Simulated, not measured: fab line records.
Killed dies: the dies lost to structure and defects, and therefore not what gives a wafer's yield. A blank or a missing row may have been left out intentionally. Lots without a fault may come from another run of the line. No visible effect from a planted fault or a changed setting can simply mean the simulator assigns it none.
A struck lot beside a sound one || flow sky130 || 35 steps out of a route of 708
Sound: the wafers L938.2, L938.3, L938.6. Struck: wafers L956.4, L956.5, L956.6. The cause comes at the end.
For every step that has rows: the tool of each side, followed by ch and its chambers, followed by its first start. Under that, the readings that differ: sound wafers || struck wafers || difference of the means || sigmas: that difference in standard deviations of wafers without a fault.
alike: words and numbers the same on both sides, and readings whose means are apart by under 2 such deviations; not compared: readings that were withheld, readings missing a value for some wafer, numbers with overlapping values and no deviation given by the record, and bounds like >300 which may hide the same value.
The two part at a step that has a row with sigmas, a row that says differs or no value, or rows on one side only. Numbers that don't overlap but have no deviation are shown without sigmas and don't part them. A reading that every wafer of one side lacks parts them only if that side has two wafers or more.

first, 10 steps without rows for these wafers: SKY_METAL3_PEB_11; SKY_METAL3_DEVELOP_12 (develop time 60 s); SKY_METAL3_DESCUM_15 (chemistry O2, time 8 s); SKY_METAL3_ETCH_16 (etches BARC in N2/H2, stops on SiO2, time 88.2 s, target depth 60 nm); SKY_METAL3_ETCH_17 (etches SiO2 in C4F8/O2/Ar, stops on TiN, time 3.9 s, target depth 15 nm); SKY_METAL3_METAL_ETCH_18 (etches the open film in Cl2/BCl3, stops on SiO2, target depth 845 nm, time 183.1 s); SKY_METAL3_STRIP_19 (strips in O2/N2); SKY_METAL3_STRIP_20 (strips in post etch residue remover, time 1200 s); SKY_METAL3_CLEAN_21 (cleans in IPA, time 180 s); SKY_METAL3_CLEAN_22 (cleans in O3/DIW).
SKY_VIA3_HDPCVD_00: deposits SiO2, target thk 1635 nm, time 272.5 s.
  sound on hdpcvd-01 ch 0,2, day 39 02:36; struck on hdpcvd-02 ch 0,1,2, day 44 22:21
then, 23 steps without rows for these wafers: SKY_VIA3_CMP_02 (polishes SiO2); SKY_VIA3_DEHYDRATE_04 (time 60 s); SKY_VIA3_HMDS_05 (prime time 60 s); SKY_VIA3_COAT_06 (resist thk 60 nm); SKY_VIA3_COAT_07 (resist thk 450 nm); SKY_VIA3_SOFTBAKE_08 (time 90 s); SKY_VIA3_EXPOSE_09 (exposes mask VIM3, target cd 200 nm); SKY_VIA3_PEB_10; SKY_VIA3_DEVELOP_11 (develop time 60 s); SKY_VIA3_ETCH_14 (etches BARC in N2/H2, stops on SiO2, time 45.9 s, target depth 60 nm); SKY_VIA3_ETCH_15 (etches SiO2 in C4F8/O2/Ar, stops on TiN, target depth 507 nm, time 78 s); SKY_VIA3_STRIP_16 (strips in O2/N2); SKY_VIA3_STRIP_17 (strips in post etch residue remover, time 1200 s); SKY_VIA3_CLEAN_18 (cleans in IPA, time 180 s); SKY_VIA3_CLEAN_19 (cleans in O3/DIW); SKY_VIA3_SPUTTER_20 (material TiN, target thk 20 nm, time 80 s); SKY_VIA3_CVD_21 (deposits W, target thk 390 nm, time 117.31 s); SKY_VIA3_CMP_24 (polishes, stops on SiO2, t overpolish 20 s, target thk 0 nm); SKY_METAL4_SPUTTER_00 (material Ti, target thk 15 nm, time 10 s); SKY_METAL4_SPUTTER_01 (material TiN, target thk 20 nm, time 16.7 s); SKY_METAL4_SPUTTER_02 (material AlCu, target thk 735 nm, time 39.1 s); SKY_METAL4_SPUTTER_03 (material Ti, target thk 5 nm, time 3.3 s); SKY_METAL4_SPUTTER_04 (material TiN, target thk 70 nm, time 58.3 s).
-- the record jumps here: 6 days lie between the struck wafers' starts before and after (it left off in module METAL4 and takes up again in module PAD_OPEN, whose first step shown is number 708 of the route) --
SKY_PAD_OPEN_PROBE_99:
  sound: prober-02 at day 46 05:10; struck: prober-02 at day 50 18:27
{"reading": "defectLimitedYield (%)", "sound": "82.1 85.6 86.4", "struck": "74.0 77.2 75.2", "difference": -9.2, "sigmas": -4}
{"reading": "killed_at_M0_to_M3", "sound": "45 36 30", "struck": "93 67 91", "difference": "+47", "sigmas": "+6"}
{"reading": "killedDies", "sound": "88 71 67", "struck": "128 112 122", "difference": "+45", "sigmas": "+5"}
{"reading": "sort_bin_3_pad_short (%)", "sound": "1.0 0.2 0.4", "struck": "2.8 2.4 2.4", "difference": "+2.0", "sigmas": "+5"}
{"reading": "sort_bin_5_function (%)", "sound": "11.0 8.5 6.7", "struck": "16.5 14.0 16.5", "difference": "+6.9", "sigmas": "+4"}
{"reading": "sortNPass", "sound": "404 421 425", "struck": "364 380 370", "difference": -45, "sigmas": -5}
{"reading": "sortYieldPct (%)", "sound": "82.1 85.6 86.4", "struck": "74.0 77.2 75.2", "difference": -9.2, "sigmas": -4}
{"reading": "model.etest.tester.sortNPass", "sound": "404 421 425", "struck": "364 380 370", "difference": -45, "sigmas": ""}
{"reading": "model.etest.tester.sortYieldPct (%)", "sound": "82.11 85.57 86.38", "struck": "73.98 77.24 75.2", "difference": -9.21, "sigmas": ""}
{"reading": "model.etest.tester.sort_bin_5_pct (%)", "sound": "10.98 8.537 6.707", "struck": "16.46 14.02 16.46", "difference": "+6.91", "sigmas": ""}
{"reading": "model.etest.tester.sort_bin_3_pct (%)", "sound": "1.016 0.2033 0.4065", "struck": "2.846 2.439 2.439", "difference": "+2.033", "sigmas": ""}
  alike: killed_at_M4_up, killedAtContacts, killedAtFrontEnd, killedAtOther, killedOpen, killedShort, sort_bin_6_memory

WHERE THEY PART
Only at SKY_PAD_OPEN_PROBE_99, as far as this record shows.

WHY: what the simulator had put in
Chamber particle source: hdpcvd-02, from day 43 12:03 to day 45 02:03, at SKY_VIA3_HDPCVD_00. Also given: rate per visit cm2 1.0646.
